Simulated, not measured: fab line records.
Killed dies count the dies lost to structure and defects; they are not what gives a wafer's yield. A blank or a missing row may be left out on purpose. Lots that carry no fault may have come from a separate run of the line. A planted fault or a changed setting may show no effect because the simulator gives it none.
Struck lot and sound lot, side by side + flow sky130 + 16 out of 708 route steps
Sound: these wafers, L524.2, L524.5, L524.6. Struck: wafer L542.3. (L542.2, L542.4 of the same lot were not struck and are left out.) The cause comes at the end.
Per side, at each step with rows, come the tool, then ch with its chambers, and then its first start. Under that, the readings that differ: sound wafers + struck wafers + difference of the means + sigmas: that difference in standard deviations of wafers without a fault.
alike: readings whose means differ by less than 2 such deviations, and words and numbers that are the same on both sides. not compared: withheld readings, readings that some wafer has no value for, bounds like >300 that may hide the same value, and numbers for which the record gives no deviation and whose values overlap.
The two part at a step that has a row with sigmas, a row that says differs or no value, or rows on one side only. When numbers do not overlap yet have no deviation, they are printed without sigmas and do not part them. A reading missing from all wafers of one side parts the sides only when that side holds two or more wafers.

first, 7 steps without rows for these wafers: SKY_METAL3_HMDS_06 (prime time 60 s); SKY_METAL3_COAT_07 (resist thk 60 nm); SKY_METAL3_COAT_08 (resist thk 1140 nm); SKY_METAL3_SOFTBAKE_09 (time 90 s); SKY_METAL3_EXPOSE_10 (exposes mask MM3, target cd 300 nm); SKY_METAL3_PEB_11; SKY_METAL3_DEVELOP_12 (develop time 60 s).
SKY_METAL3_CD_MEAS_13: the cd target is 300 nm.
  struck on cd_sem-01, day 44 10:15; sound on cd_sem-02, day 39 11:35
  alike: cd_nm
SKY_METAL3_OVL_MEAS_14:
  struck on overlay-02, day 44 10:22; sound on overlay-01, day 39 11:41
  alike: METAL3_OVL
SKY_METAL3_DESCUM_15: chemistry O2, time 8 s.
  sound on rie_metal-01 ch 0,1, day 39 11:43; struck on rie_metal-02 ch 1, day 44 10:23
  alike: drypump_motor_current_A, oes_product_au, rf_fwd_power_W
  not compared: rf_hours_counter_h
SKY_METAL3_ETCH_16: etches BARC in N2/H2, stops on SiO2, time 88.2 s, target depth 60 nm.
  sound on rie_metal-01 ch 0,1, day 39 11:45; struck on rie_metal-02 ch 1, day 44 10:25
  alike: drypump_motor_current_A, oes_product_au, rf_fwd_power_W, throttle_valve_pct
  not compared: rf_hours_counter_h
SKY_METAL3_ETCH_17: etches SiO2 in C4F8/O2/Ar, stops on TiN, time 3.9 s, target depth 15 nm.
  sound on rie_diel-03 ch 0,3, day 39 11:51; struck on rie_diel-04 ch 2, day 44 10:31
  alike: oes_product_au, rf_fwd_power_W
  not compared: rf_hours_counter_h
SKY_METAL3_METAL_ETCH_18: etches the open film in Cl2/BCl3, stops on SiO2, target depth 845 nm, time 183.1 s.
  sound on rie_metal-03 ch 0,1, day 39 11:52; struck on rie_metal-01 ch 1, day 44 10:32
| reading                                       | sound             | struck | difference | sigmas |
|-----------------------------------------------|-------------------|--------|------------|--------|
| model.KrF-thick_of_METAL3_COAT_08.thk_nm (nm) | 527.8 529.4 533   | 619.8  | +89.7      |        |
| model.METAL3.cd_nm (nm)                       | 290.6 298.4 290.9 | 306    | +13        |        |
| model.SiO2_of_VIA2_HDPCVD_00.thk_nm (nm)      | 465.4 466.2 464.8 | 468.2  | +2.7       |        |
  alike: drypump_motor_current_A, oes_product_au, rf_fwd_power_W, throttle_valve_pct
  not compared: rf_hours_counter_h
SKY_METAL3_STRIP_19: strips in O2/N2.
  sound on plasma_asher-01 ch 0,1, day 39 12:02; struck on plasma_asher-02 ch 1, day 44 10:43
| reading                      | sound             | struck | difference | sigmas |
|------------------------------|-------------------|--------|------------|--------|
| oes_product_au (a.u.)        | 0.511 0.505 0.505 | 0.539  | +0.032     | +5     |
| strip_time_to_endpoint_s (s) | 6.55 6.55 6.61    | 7.45   | +0.88      | +9     |
  alike: drypump_motor_current_A
  not compared: rf_hours_counter_h
then, 1 step without rows for these wafers: SKY_METAL3_STRIP_20 (strips in post etch residue remover, time 1200 s).
-- the record jumps here: 6 days lie between the struck wafers' starts before and after (it left off in module METAL3 and takes up again in module PAD_OPEN, whose first step shown is number 708 of the route) --
SKY_PAD_OPEN_PROBE_99:
  struck on prober-02, day 50 16:13; sound on prober-01, day 46 19:50
| reading                               | sound                | struck | difference | sigmas |
|---------------------------------------|----------------------|--------|------------|--------|
| model.etest.met3_comb.leak_log10_a_um | -11.94 -12.08 -12.04 | -10.65 | +1.37      |        |

## WHERE THEY PART
Only at SKY_METAL3_STRIP_19, as far as this record shows.

WHY: the cause the simulator had injected
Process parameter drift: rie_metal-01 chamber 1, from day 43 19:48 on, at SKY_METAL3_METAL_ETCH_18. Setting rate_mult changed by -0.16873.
